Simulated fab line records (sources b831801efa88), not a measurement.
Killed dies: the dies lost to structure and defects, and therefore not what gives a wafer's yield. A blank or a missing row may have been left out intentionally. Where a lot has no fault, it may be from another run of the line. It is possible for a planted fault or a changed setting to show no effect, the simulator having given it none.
Chamber matching ; flow sky130 ; SKY_CONTACT_CMP_04 on cmp-01: 4 sister chambers
The step polishes SiO2. 4 wafers are shown with their chamber, then 7 later ones without.

## WAFERS PAIRED WITH THEIR CHAMBERS
wafer;chamber;motor_current_A (A)
L855.4;1;9.7
L855.5;0;11.8
L857.2;2;12.7
L857.4;3;11.4

## WAFERS WHOSE CHAMBER IS MISSING
wafer;motor_current_A (A)
L857.5;12.5
L858.1;11.2
L858.2;9.6
L858.4;10.2
L859.1;11.3
L859.2;9.5
L859.3;12.2

## WHICH CHAMBER EACH WENT THROUGH
wafer;from the rows above;in truth
L857.5;can't be placed: 2 or 0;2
L858.1;can't be placed: 3 or 0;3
L858.2;1;1
L858.4;1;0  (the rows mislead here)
L859.1;can't be placed: 3 or 0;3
L859.2;1;1
L859.3;can't be placed: 0 or 2 or 3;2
2 of 7 placed correctly. Not placeable from these rows: 4 (in 4, the candidates include the true chamber). Placed wrongly: 1.
How it was worked out, from the rows above alone: a wafer's distance from a chamber is the root of the sum, over the readings, of the square of ((its reading less the chamber's mean) divided by the reading's scatter). If the next closest chamber is less than 2 further off than the closest, the wafer can't be placed; otherwise it belongs to the closest. The mean given for a chamber averages the wafers shown for that chamber. The scatter (one wafer shown for each chamber): square how far every hidden wafer sits from the nearest shown wafer, average those squares and take the square root.
